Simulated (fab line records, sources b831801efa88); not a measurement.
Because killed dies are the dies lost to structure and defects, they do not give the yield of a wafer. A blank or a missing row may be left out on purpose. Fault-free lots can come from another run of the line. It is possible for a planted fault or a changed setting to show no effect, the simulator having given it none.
Matching of chambers ; flow gf180mcu ; GF_V1_ETCH_16 on rie_diel-01 has 4 sister chambers
The step etches BARC in N2/H2. 4 wafers are shown with their chamber, then 7 later ones without.

## EACH WAFER AND ITS CHAMBER
wafer;chamber;throttle_valve_pct (%)
L453.1;1;13.229
L471.3;0;13.219
L472.2;2;13.226
L472.3;3;13.236

## WAFERS WITHOUT THEIR CHAMBER
wafer;throttle_valve_pct (%)
L472.6;13.232
L473.1;13.237
L473.2;13.231
L473.4;13.229
L475.3;13.229
L475.4;13.229
L475.5;13.208

## EACH ONE'S CHAMBER
wafer;from the rows above;in truth
L472.6;can't be placed: 1 or 3 or 2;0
L473.1;can't be placed: 3 or 1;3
L473.2;can't be placed: 1 or 2 or 3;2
L473.4;can't be placed: 1 or 2 or 3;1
L475.3;can't be placed: 1 or 2 or 3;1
L475.4;can't be placed: 1 or 2 or 3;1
L475.5;can't be placed: 0 or 2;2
Correct placement for 0 of the 7. Cannot be placed on the basis of these rows: 7; the candidates contain the true chamber in 6. Placed wrongly: 0.
How it was worked out, from the rows above alone: a wafer's distance from a chamber is the root of the sum, over the readings, of the square of ((its reading less the chamber's mean) divided by the reading's scatter). The wafer belongs to the nearest chamber; if the next one is less than 2 further off, it can't be placed. For every chamber, the mean is computed from those of its wafers that are shown. The scatter (one wafer shown for each chamber): square how far every hidden wafer sits from the nearest shown wafer, average those squares and take the square root.
